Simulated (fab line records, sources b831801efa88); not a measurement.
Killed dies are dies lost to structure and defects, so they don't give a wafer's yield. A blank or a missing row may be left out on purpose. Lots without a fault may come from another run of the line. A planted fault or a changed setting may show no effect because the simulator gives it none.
One fault seen from 2 desks | flow gf180mcu | each desk has only its own numbers; what lay behind them comes last

THE METROLOGY DESK
What the gauges read, lot by lot, whatever tool the lot ran on: means of the sampled wafers that have a number. A lot is out of limits, marked OUT, if its mean lies more than 4 standard deviations from the usual mean; the brackets give that distance.
Columns: A = cd_nm at GF_V2_CD_MEAS_14, usual 259.4 nm
lot  | first seen here | A
L774 | day 20 07:55    | 259.9
L775 | day 20 18:16    | 259.0
L777 | day 21 09:41    | 259.1
L778 | day 21 18:47    | 258.6
L780 | day 22 19:14    | 258.9
L781 | day 22 21:20    | 260.8
L783 | day 23 19:21    | 257.4
L784 | day 24 00:59    | 260.2
L785 | day 24 09:08    | 257.1
L789 | day 25 13:55    | 258.0
L794 | day 27 05:23    | 260.8
L795 | day 27 11:29    | 259.6
L796 | day 27 20:35    | 259.2
This desk's finding: nothing out of limits on any of the 13 lots.

THE TOOL OWNER'S DESK: pvd_sputter-01
The tool's own readings at GF_M3_SPUTTER_04 (material TiN, target thk 50 nm, time 41.7 s): means of the sampled wafers that have a number, for each lot that ran on this tool. A lot is out of limits, marked OUT, if its mean lies more than 4 standard deviations from the usual mean; the brackets give that distance.
Columns: A = cathode_dc_power_W at GF_M3_SPUTTER_04, usual 6499.9 W; B = throttle_valve_pct at GF_M3_SPUTTER_04, usual 30.1 %
lot  | first seen here | A                        | B
L774 | day 20 09:36    | 6500.0                   | 29.7
L775 | day 20 19:57    | 6500.8                   | 29.3
L785 | day 24 10:47    | 6499.5                   | 29.7
L789 | day 25 15:36    | 5852.4 (-99 or more) OUT | 29.6
This desk's finding: out of limits on L789; first on L789, day 25 15:36 (cathode_dc_power_W at GF_M3_SPUTTER_04). In limits: L774, L775, L785.

PUT TOGETHER
The tool owner's desk could have raised an alarm at day 25 15:36, on L789.
The metrology desk saw nothing out of limits.
The metrology desk has L789 on record, within its limits.
Of the lots named, all ran GF_M3_SPUTTER_04 on pvd_sputter-01.

WHAT THE SIMULATOR HAD PUT IN
Process parameter drift: pvd_sputter-01, from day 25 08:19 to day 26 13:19, at GF_M3_SPUTTER_04. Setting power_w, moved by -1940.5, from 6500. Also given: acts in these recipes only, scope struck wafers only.
Lots struck among those shown: L789.
Hours from the fault's start to each desk's first reading out of limits: the tool owner's desk, 7.
